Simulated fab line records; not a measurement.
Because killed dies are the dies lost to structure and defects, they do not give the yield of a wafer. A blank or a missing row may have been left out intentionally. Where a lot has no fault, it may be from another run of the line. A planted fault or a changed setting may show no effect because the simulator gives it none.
Matching of chambers || flow gf180mcu || 4 sister chambers for GF_V3_CMP_04 on cmp-01
The step polishes SiO2. 20 wafers are shown with their chamber, then 10 later ones without.

EACH WAFER AND ITS CHAMBER
{"wafer": "L078.2", "chamber": 0, "motor current A (A)": 11.2, "time to endpoint s (s)": 71}
{"wafer": "L078.3", "chamber": 3, "motor current A (A)": 12.4, "time to endpoint s (s)": 81}
{"wafer": "L078.6", "chamber": 3, "motor current A (A)": 12.7, "time to endpoint s (s)": 82}
{"wafer": "L080.3", "chamber": 2, "motor current A (A)": 13.3, "time to endpoint s (s)": 81}
{"wafer": "L080.4", "chamber": 1, "motor current A (A)": 12.2, "time to endpoint s (s)": 91}
{"wafer": "L080.6", "chamber": 0, "motor current A (A)": 10.5, "time to endpoint s (s)": 86}
{"wafer": "L082.3", "chamber": 3, "motor current A (A)": 12.6, "time to endpoint s (s)": 83}
{"wafer": "L082.4", "chamber": 0, "motor current A (A)": 10.5, "time to endpoint s (s)": 84}
{"wafer": "L082.6", "chamber": 0, "motor current A (A)": 11.1, "time to endpoint s (s)": 81}
{"wafer": "L086.1", "chamber": 2, "motor current A (A)": 13.4, "time to endpoint s (s)": 82}
{"wafer": "L086.3", "chamber": 3, "motor current A (A)": 12.3, "time to endpoint s (s)": 82}
{"wafer": "L086.5", "chamber": 2, "motor current A (A)": 13.8, "time to endpoint s (s)": 82}
{"wafer": "L087.2", "chamber": 1, "motor current A (A)": 12.2, "time to endpoint s (s)": 71}
{"wafer": "L087.4", "chamber": 2, "motor current A (A)": 13.2, "time to endpoint s (s)": 80}
{"wafer": "L087.5", "chamber": 2, "motor current A (A)": 13.7, "time to endpoint s (s)": 79}
{"wafer": "L088.3", "chamber": 3, "motor current A (A)": 12.7, "time to endpoint s (s)": 84}
{"wafer": "L088.4", "chamber": 1, "motor current A (A)": 11.7, "time to endpoint s (s)": 83}
{"wafer": "L088.6", "chamber": 0, "motor current A (A)": 10.4, "time to endpoint s (s)": 84}
{"wafer": "L090.1", "chamber": 3, "motor current A (A)": 12.2, "time to endpoint s (s)": 81}
{"wafer": "L090.3", "chamber": 1, "motor current A (A)": 12.1, "time to endpoint s (s)": 74}

SIGNATURES, as means of the wafers listed above
{"reading": "motor current A", "chamber 0": 10.740, "chamber 1": 12.050, "chamber 2": 13.480, "chamber 3": 12.483, "scatter within a chamber": 0.278}
{"reading": "time to endpoint s", "chamber 0": 81.20, "chamber 1": 79.75, "chamber 2": 80.80, "chamber 3": 82.17, "scatter within a chamber": 5.02}
Rule: distance of a wafer from a chamber = root of the sum over the readings of ((wafer's reading minus chamber's mean) / reading's scatter) squared. The wafer belongs to the nearest chamber; if the next one is less than 2 further off, it can't be placed. The scatter: take each reading less its chamber's mean, square it, sum over the shown wafers, divide by the number of wafers less the number of chambers, and take the root.

WAFERS WHOSE CHAMBER IS MISSING
{"wafer": "L090.4", "motor current A (A)": 12.7, "time to endpoint s (s)": 80}
{"wafer": "L093.2", "motor current A (A)": 13.5, "time to endpoint s (s)": 73}
{"wafer": "L093.3", "motor current A (A)": 11.9, "time to endpoint s (s)": 73}
{"wafer": "L093.6", "motor current A (A)": 10.8, "time to endpoint s (s)": 82}
{"wafer": "L095.1", "motor current A (A)": 11.5, "time to endpoint s (s)": 61}
{"wafer": "L095.3", "motor current A (A)": 13.3, "time to endpoint s (s)": 74}
{"wafer": "L095.6", "motor current A (A)": 12.8, "time to endpoint s (s)": 80}
{"wafer": "L097.1", "motor current A (A)": 13.6, "time to endpoint s (s)": 78}
{"wafer": "L097.2", "motor current A (A)": 10.9, "time to endpoint s (s)": 80}
{"wafer": "L097.5", "motor current A (A)": 12.3, "time to endpoint s (s)": 85}

CHAMBER TAKEN BY EACH
{"wafer": "L090.4", "from the rows above": "can't be placed: 3 or 1 or 2", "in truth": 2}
{"wafer": "L093.2", "from the rows above": 2, "in truth": 2}
{"wafer": "L093.3", "from the rows above": "can't be placed: 1 or 3", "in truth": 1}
{"wafer": "L093.6", "from the rows above": 0, "in truth": 0}
{"wafer": "L095.1", "from the rows above": "can't be placed: 1 or 0 or 3", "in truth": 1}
{"wafer": "L095.3", "from the rows above": "can't be placed: 2 or 3", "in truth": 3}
{"wafer": "L095.6", "from the rows above": "can't be placed: 3 or 2 or 1", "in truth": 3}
{"wafer": "L097.1", "from the rows above": 2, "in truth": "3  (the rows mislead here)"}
{"wafer": "L097.2", "from the rows above": 0, "in truth": 0}
{"wafer": "L097.5", "from the rows above": "can't be placed: 3 or 1", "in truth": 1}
Correct placement for 3 of the 10. Unplaceable from these rows: 6, with the true chamber sitting among the candidates in 6. Placed wrongly: 1.
